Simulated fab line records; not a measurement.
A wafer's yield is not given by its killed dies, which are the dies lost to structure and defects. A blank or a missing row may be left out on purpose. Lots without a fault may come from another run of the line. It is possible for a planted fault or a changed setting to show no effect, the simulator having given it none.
Chamber matching + flow sfq_line + 3 sister chambers for SFQ_TRILAYER_I2_DEP_PECVD_063 on pecvd-03
The step deposits SiO2 from SiH4/N2O, time 111.11 s, target thk 500 nm. 3 wafers are shown with their chamber, then 6 later ones without.

## EACH WAFER AND ITS CHAMBER
| wafer  | chamber | run_length_s (s) |
|--------|---------|------------------|
| L380.1 | 1       | 139.6            |
| L380.3 | 2       | 138.9            |
| L380.4 | 0       | 140.2            |

## WAFERS MISSING THEIR CHAMBER
| wafer  | run_length_s (s) |
|--------|------------------|
| L384.1 | 139.0            |
| L384.5 | 139.7            |
| L384.6 | 138.6            |
| L385.1 | 138.9            |
| L385.4 | 138.8            |
| L385.6 | 138.9            |

## WHICH CHAMBER EACH WENT THROUGH
| wafer  | from the rows above | in truth                   |
|--------|---------------------|----------------------------|
| L384.1 | 2                   | 2                          |
| L384.5 | 1                   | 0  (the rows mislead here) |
| L384.6 | 2                   | 2                          |
| L385.1 | 2                   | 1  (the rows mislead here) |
| L385.4 | 2                   | 2                          |
| L385.6 | 2                   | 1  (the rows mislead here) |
Correctly placed: 3 of 6. Number that these rows cannot place: 0. 3 placed wrongly.
How it was worked out, from the rows above alone: a wafer's distance from a chamber is the root of the sum, over the readings, of the square of ((its reading less the chamber's mean) divided by the reading's scatter). If the next closest chamber is less than 2 further off than the closest, the wafer can't be placed; otherwise it belongs to the closest. For every chamber, the mean is computed from those of its wafers that are shown. The scatter: with one shown wafer a chamber, the root of the mean of the squares of how far each hidden wafer lies from its nearest shown one.
